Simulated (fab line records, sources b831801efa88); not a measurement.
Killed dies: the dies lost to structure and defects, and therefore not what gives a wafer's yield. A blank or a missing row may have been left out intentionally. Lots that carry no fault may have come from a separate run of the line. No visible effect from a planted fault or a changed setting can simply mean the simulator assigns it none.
Chamber matching || flow sky130 || 4 sister chambers for SKY_VIA4_CMP_02 on cmp-02
The step polishes SiO2. 14 wafers are shown with their chamber, then 7 later ones without.

## EACH WAFER AND ITS CHAMBER
{"wafer": "L590.3", "chamber": 2, "motor-current-A (A)": 12.1, "platen-rpm (rpm)": 60.01, "retaining-ring-pressure-frac": 1.000}
{"wafer": "L590.5", "chamber": 1, "motor-current-A (A)": 13.7, "platen-rpm (rpm)": 60.02, "retaining-ring-pressure-frac": 1.005}
{"wafer": "L590.6", "chamber": 0, "motor-current-A (A)": 12.2, "platen-rpm (rpm)": 59.96, "retaining-ring-pressure-frac": 1.003}
{"wafer": "L591.4", "chamber": 1, "motor-current-A (A)": 13.8, "platen-rpm (rpm)": 59.98, "retaining-ring-pressure-frac": 1.003}
{"wafer": "L591.5", "chamber": 3, "motor-current-A (A)": 10.1, "platen-rpm (rpm)": 60.01, "retaining-ring-pressure-frac": 1.000}
{"wafer": "L591.6", "chamber": 0, "motor-current-A (A)": 11.9, "platen-rpm (rpm)": 60.01, "retaining-ring-pressure-frac": 1.002}
{"wafer": "L594.2", "chamber": 1, "motor-current-A (A)": 13.2, "platen-rpm (rpm)": 59.99, "retaining-ring-pressure-frac": 1.002}
{"wafer": "L594.3", "chamber": 3, "motor-current-A (A)": 10.5, "platen-rpm (rpm)": 59.98, "retaining-ring-pressure-frac": 1.005}
{"wafer": "L594.4", "chamber": 0, "motor-current-A (A)": 11.7, "platen-rpm (rpm)": 59.95, "retaining-ring-pressure-frac": 0.991}
{"wafer": "L593.2", "chamber": 2, "motor-current-A (A)": 11.4, "platen-rpm (rpm)": 59.96, "retaining-ring-pressure-frac": 1.006}
{"wafer": "L593.5", "chamber": 2, "motor-current-A (A)": 11.8, "platen-rpm (rpm)": 60.02, "retaining-ring-pressure-frac": 0.996}
{"wafer": "L593.6", "chamber": 1, "motor-current-A (A)": 14.1, "platen-rpm (rpm)": 59.99, "retaining-ring-pressure-frac": 0.994}
{"wafer": "L600.1", "chamber": 0, "motor-current-A (A)": 11.6, "platen-rpm (rpm)": 60.01, "retaining-ring-pressure-frac": 1.002}
{"wafer": "L600.4", "chamber": 1, "motor-current-A (A)": 13.5, "platen-rpm (rpm)": 60.01, "retaining-ring-pressure-frac": 0.995}

SIGNATURES (averages over the wafers above)
{"reading": "motor-current-A", "chamber 0": 11.850, "chamber 1": 13.660, "chamber 2": 11.767, "chamber 3": 10.300, "scatter within a chamber": 0.314}
{"reading": "platen-rpm", "chamber 0": 59.9825, "chamber 1": 59.9980, "chamber 2": 59.9967, "chamber 3": 59.9950, "scatter within a chamber": 0.0258}
{"reading": "retaining-ring-pressure-frac", "chamber 0": 0.99950, "chamber 1": 0.99980, "chamber 2": 1.00067, "chamber 3": 1.00250, "scatter within a chamber": 0.00509}
Rule: a wafer's distance from a chamber is the root of the sum, over the readings, of the square of ((its reading less the chamber's mean) divided by the reading's scatter). If the next closest chamber is less than 2 further off than the closest, the wafer can't be placed; otherwise it belongs to the closest. The scatter: the root of (the sum of the squares of (reading less its chamber's mean) over the shown wafers, divided by (wafers less chambers)).

## WAFERS MISSING THEIR CHAMBER
{"wafer": "L600.6", "motor-current-A (A)": 12.1, "platen-rpm (rpm)": 60.03, "retaining-ring-pressure-frac": 1.004}
{"wafer": "L608.1", "motor-current-A (A)": 14.2, "platen-rpm (rpm)": 59.98, "retaining-ring-pressure-frac": 1.001}
{"wafer": "L608.4", "motor-current-A (A)": 11.0, "platen-rpm (rpm)": 59.97, "retaining-ring-pressure-frac": 1.001}
{"wafer": "L608.5", "motor-current-A (A)": 13.3, "platen-rpm (rpm)": 60.04, "retaining-ring-pressure-frac": 1.018}
{"wafer": "L612.2", "motor-current-A (A)": 12.3, "platen-rpm (rpm)": 60.00, "retaining-ring-pressure-frac": 1.008}
{"wafer": "L612.3", "motor-current-A (A)": 13.7, "platen-rpm (rpm)": 59.96, "retaining-ring-pressure-frac": 1.001}
{"wafer": "L612.6", "motor-current-A (A)": 12.2, "platen-rpm (rpm)": 60.04, "retaining-ring-pressure-frac": 0.995}

## THE CHAMBER EACH PASSED THROUGH
{"wafer": "L600.6", "from the rows above": "can't be placed: 2 or 0", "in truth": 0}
{"wafer": "L608.1", "from the rows above": 1, "in truth": 1}
{"wafer": "L608.4", "from the rows above": "can't be placed: 3 or 2 or 0", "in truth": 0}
{"wafer": "L608.5", "from the rows above": 1, "in truth": 1}
{"wafer": "L612.2", "from the rows above": "can't be placed: 2 or 0", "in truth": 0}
{"wafer": "L612.3", "from the rows above": 1, "in truth": 1}
{"wafer": "L612.6", "from the rows above": "can't be placed: 2 or 0", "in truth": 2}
3 of 7 placed correctly. Can't be placed from these rows: 4 (the true chamber is among the candidates in 4). 0 placed wrongly.
